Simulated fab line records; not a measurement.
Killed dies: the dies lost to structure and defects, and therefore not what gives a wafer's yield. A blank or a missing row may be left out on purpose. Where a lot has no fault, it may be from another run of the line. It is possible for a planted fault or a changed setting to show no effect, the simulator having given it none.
Which tool did it? :: flow sfqLine :: 6 lots, 18 wafers sampled, at 4 steps of a route of 325

WHAT THE GAUGES SHOWED, per wafer
SFQ_M7_RS_MEAS_943: measures by four-point-probe.
lot: L774
measured: day 62 15:25
on: filmMetro-04
M7_NB_RS (ohm/sq): 0.892 0.893 0.900

lot: L776
measured: day 63 10:36
on: filmMetro-04
M7_NB_RS (ohm/sq): 0.895 0.891 0.899

lot: L778
measured: day 64 04:36
on: filmMetro-01
M7_NB_RS (ohm/sq): 0.903 0.895 0.891

lot: L780
measured: day 65 01:02
on: filmMetro-01
M7_NB_RS (ohm/sq): 0.894 0.893 0.892

lot: L789
measured: day 66 23:52
on: filmMetro-01
M7_NB_RS (ohm/sq): 0.887 0.894 0.602 0.887 0.890 0.602

lot: L794
measured: day 67 17:20
on: filmMetro-04
M7_NB_RS (ohm/sq): 0.891 0.874 0.878

TOOL THAT RAN EACH LOT (tool first, then ch and the chambers of the sampled wafers, then the start)
lot: L774
SFQ_TRILAYER_M5_ETCH_METAL_ETCH_126: rieMetal-02 ch 1, day 45 12:21
SFQ_TRILAYER_R5_DEP_SPUTTER_134: pvdSputter-03, day 48 12:47
SFQ_TRILAYER_M7_DEP_SPUTTER_175: pvdSputter-05, day 62 15:19

lot: L776
SFQ_TRILAYER_M5_ETCH_METAL_ETCH_126: rieMetal-03 ch 0,1, day 46 05:09
SFQ_TRILAYER_R5_DEP_SPUTTER_134: pvdSputter-03, day 49 06:55
SFQ_TRILAYER_M7_DEP_SPUTTER_175: pvdSputter-05, day 63 10:31

lot: L778
SFQ_TRILAYER_M5_ETCH_METAL_ETCH_126: rieMetal-02 ch 0, day 47 18:21
SFQ_TRILAYER_R5_DEP_SPUTTER_134: pvdSputter-03, day 50 19:01
SFQ_TRILAYER_M7_DEP_SPUTTER_175: pvdSputter-04, day 64 04:31

lot: L780
SFQ_TRILAYER_M5_ETCH_METAL_ETCH_126: rieMetal-02 ch 0,1, day 48 17:13
SFQ_TRILAYER_R5_DEP_SPUTTER_134: pvdSputter-03, day 51 16:01
SFQ_TRILAYER_M7_DEP_SPUTTER_175: pvdSputter-04, day 65 00:55

lot: L789
SFQ_TRILAYER_M5_ETCH_METAL_ETCH_126: rieMetal-03 ch 0,1, day 51 07:21
SFQ_TRILAYER_R5_DEP_SPUTTER_134: pvdSputter-05, day 54 00:40
SFQ_TRILAYER_M7_DEP_SPUTTER_175: pvdSputter-05, day 66 23:47

lot: L794
SFQ_TRILAYER_M5_ETCH_METAL_ETCH_126: rieMetal-01 ch 0,1, day 52 18:29
SFQ_TRILAYER_R5_DEP_SPUTTER_134: pvdSputter-04, day 55 03:50
SFQ_TRILAYER_M7_DEP_SPUTTER_175: pvdSputter-06, day 67 17:14
- SFQ_TRILAYER_M5_ETCH_METAL_ETCH_126: etches Nb in Cl2/BCl3, stops on SiO2, time 203.2 s, target depth 265 nm.
- SFQ_TRILAYER_R5_DEP_SPUTTER_134: material Ti, target thk 5 nm, time 5 s.
- SFQ_TRILAYER_M7_DEP_SPUTTER_175: material Nb, target thk 200 nm, time 133.3 s.

THE ANSWER, worked out from the rows above alone
Rule: what is usual is taken from the lots themselves. The widest of any qualifying gaps counts: lots, ordered by their means at a reading, are off when they make up no more than a third of the lots, leave a main group of 4 or more, and stand apart from it by 3 or more times the standard deviation of that group's means. A main group is skipped when, at the precision printed for the reading in the tables above, its means are all equal. Also off: a lot with no number at a reading for which 4 or more lots have one. Any other lot the step has rows for is counted as sound.
Off: at SFQ_M7_RS_MEAS_943 (M7_NB_RS), L789. Mean 0.892 ohm/sq and standard deviation 0.0056 in the main group.
A tool fits if, at a process step before that reading, it ran every lot that is off, and no sound lot after the first of them. Those tools and the gauges at SFQ_M7_RS_MEAS_943 are tried in the same way. Can't be told from this: 3 tools fit, rieMetal-03 at SFQ_TRILAYER_M5_ETCH_METAL_ETCH_126, pvdSputter-05 at SFQ_TRILAYER_R5_DEP_SPUTTER_134 and SFQ_TRILAYER_M7_DEP_SPUTTER_175, filmMetro-01 at SFQ_M7_RS_MEAS_943.

WHAT HAD BEEN PUT IN BY THE SIMULATOR
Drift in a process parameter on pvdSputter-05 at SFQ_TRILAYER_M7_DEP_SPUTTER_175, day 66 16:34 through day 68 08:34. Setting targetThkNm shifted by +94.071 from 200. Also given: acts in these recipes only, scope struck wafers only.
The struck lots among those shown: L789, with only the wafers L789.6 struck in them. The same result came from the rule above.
